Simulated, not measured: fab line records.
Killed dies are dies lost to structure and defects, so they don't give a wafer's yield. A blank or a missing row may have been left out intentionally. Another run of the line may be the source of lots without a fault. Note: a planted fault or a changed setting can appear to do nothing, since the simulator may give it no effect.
Struck lot and sound lot, side by side    flow sky130    24 out of 708 route steps
Sound: these wafers, L997.1, L997.5, L997.6. Struck: wafer L108.4. (L108.5 of the same lot was not struck and is left out.) The cause comes at the end.
Per side, at each step with rows, come the tool, then ch with its chambers, and then its first start. Under that, the readings that differ: sound wafers    struck wafers    difference of the means    sigmas: that difference in standard deviations of wafers without a fault.
alike: readings whose means differ by less than 2 such deviations, and words and numbers that are the same on both sides. not compared: withheld readings, readings that some wafer has no value for, bounds like >300 that may hide the same value, and numbers for which the record gives no deviation and whose values overlap.
The two part at a step that has a row with sigmas, a row that says differs or no value, or rows on one side only. When numbers do not overlap yet have no deviation, they are printed without sigmas and do not part them. A reading missing from all wafers of one side parts the sides only when that side holds two or more wafers.

SKY_LI_CONTACT_SPUTTER_19: material Ti, target thk 20 nm, time 106.37 s.
  sound on pvd-sputter-01 at day 29 10:09; struck on pvd-sputter-03 at day 33 10:37
  alike: cathode-dc-power-W, throttle-valve-pct
SKY_LI_CONTACT_SPUTTER_20: material TiN, target thk 20 nm, time 80 s.
  sound on pvd-sputter-01 at day 29 10:14; struck on pvd-sputter-03 at day 33 10:41
  alike: cathode-dc-power-W, throttle-valve-pct
SKY_LI_CONTACT_CVD_21: deposits W, target thk 400 nm, time 120.56 s.
  sound on cvd-w-02 ch 0,1, day 29 10:17; struck on cvd-w-02 ch 0, day 33 10:48
  alike: chamber-pressure-Torr, heater-power-w
SKY_LI_CONTACT_RS_MEAS_22: uses a four-point probe to measure.
  sound on film-metro-03 at day 29 10:25; struck on film-metro-04 at day 33 10:56
  alike: LI_CONTACT_W_RS
SKY_LI_CONTACT_THK_MEAS_23: measures by xrf.
  sound on film-metro-03 at day 29 10:32; struck on film-metro-04 at day 33 11:02
  alike: LI_CONTACT_W_THK
SKY_LI_CONTACT_CMP_24: polishes, stops on PSG, t overpolish 20 s, target thk 0 nm.
  sound on cmp-02 ch 1,2, day 29 10:36; struck on cmp-02 ch 0, day 33 11:10
reading               sound                 struck  difference  sigmas
overpolish-run-s (s)  19.980 19.993 20.000  20.015  +0.024      +3
  alike: motor-current-A, platen-rpm, slurry-flow-ml-min, time-to-endpoint-s
SKY_LOCAL_INTERCONNECT_SPUTTER_00: material TiN, target thk 100 nm, time 83.3 s.
  sound on pvd-sputter-04 at day 29 10:54; struck on pvd-sputter-01 at day 33 11:22
  alike: cathode-dc-power-W, throttle-valve-pct
SKY_LOCAL_INTERCONNECT_RS_MEAS_01: uses a four-point probe to measure.
  sound on film-metro-01 at day 29 10:58; struck on film-metro-03 at day 33 11:29
  alike: LOCAL_INTERCONNECT_TIN_RS
SKY_LOCAL_INTERCONNECT_THK_MEAS_02: measures by xrf.
  sound on film-metro-01 at day 29 11:05; struck on film-metro-03 at day 33 11:34
  alike: LOCAL_INTERCONNECT_TIN_THK
then, 3 steps without rows for these wafers: SKY_LOCAL_INTERCONNECT_DEHYDRATE_03 (time 60 s); SKY_LOCAL_INTERCONNECT_HMDS_04 (prime time 60 s); SKY_LOCAL_INTERCONNECT_COAT_05 (resist thk 60 nm).
SKY_LOCAL_INTERCONNECT_COAT_06: resist thk 450 nm.
  sound on litho-track-02 ch 0, day 30 00:00; struck on litho-track-02 ch 0, day 34 00:00
reading                                                    sound            struck  difference  sigmas
model.KrF-thick_of_LOCAL_INTERCONNECT_COAT_06.thk-nm (nm)  452 451.2 452.2  461.1   +9.3        
then, 4 steps without rows for these wafers: SKY_LOCAL_INTERCONNECT_SOFTBAKE_07 (time 90 s); SKY_LOCAL_INTERCONNECT_EXPOSE_08 (exposes mask LI1M, target cd 170 nm); SKY_LOCAL_INTERCONNECT_PEB_09; SKY_LOCAL_INTERCONNECT_DEVELOP_10 (develop time 60 s).
SKY_LOCAL_INTERCONNECT_CD_MEAS_11 targets a cd of 170 nm.
  sound on cd-sem-01 at day 30 15:08; struck on cd-sem-02 at day 34 13:54
reading     sound              struck  difference  sigmas
cd-nm (nm)  167.6 167.1 166.8  174.3   +7.1        +4
SKY_LOCAL_INTERCONNECT_OVL_MEAS_12:
  sound on overlay-01 at day 30 15:16; struck on overlay-02 at day 34 13:59
  alike: LOCAL_INTERCONNECT_OVL
then, 1 step without rows for these wafers: SKY_LOCAL_INTERCONNECT_ETCH_13 (etches BARC in N2/H2, stops on SiO2, time 45.9 s, target depth 60 nm).
SKY_LOCAL_INTERCONNECT_METAL_ETCH_14: etches TiN in Cl2/BCl3, stops on PSG, target depth 110 nm, time 31.4 s.
  sound on rie-metal-04 ch 0,1, day 30 15:22; struck on rie-metal-01 ch 1, day 34 14:10
reading                                                    sound                 struck  difference  sigmas
throttle-valve-pct (%)                                     21.918 21.907 21.901  21.885  -0.024      -2
model.KrF-thick_of_LOCAL_INTERCONNECT_COAT_06.thk-nm (nm)  352.1 350.9 349.1     359.7   +9.0        
  alike: drypump-motor-current-A, oes-product-au
  not compared: rf-hours-counter-h
SKY_LOCAL_INTERCONNECT_STRIP_15: strips in O2/N2.
  sound on plasma-asher-01 ch 0,1, day 30 15:25; struck on plasma-asher-03 ch 0, day 34 14:16
reading                       sound              struck  difference  sigmas
strip-time-to-endpoint-s (s)  4.765 4.741 4.733  4.830   +0.084      +4
  alike: drypump-motor-current-A, oes-product-au
  not compared: rf-hours-counter-h
then, 2 steps without rows for these wafers: SKY_LOCAL_INTERCONNECT_STRIP_16 (strips in post etch residue remover, time 1200 s); SKY_PAD_OPEN_PROBE_99.

## WHERE THEY PART
Earliest at SKY_LI_CONTACT_CMP_24; latest, in this record, at SKY_LOCAL_INTERCONNECT_STRIP_15.

WHY: the cause the simulator had injected
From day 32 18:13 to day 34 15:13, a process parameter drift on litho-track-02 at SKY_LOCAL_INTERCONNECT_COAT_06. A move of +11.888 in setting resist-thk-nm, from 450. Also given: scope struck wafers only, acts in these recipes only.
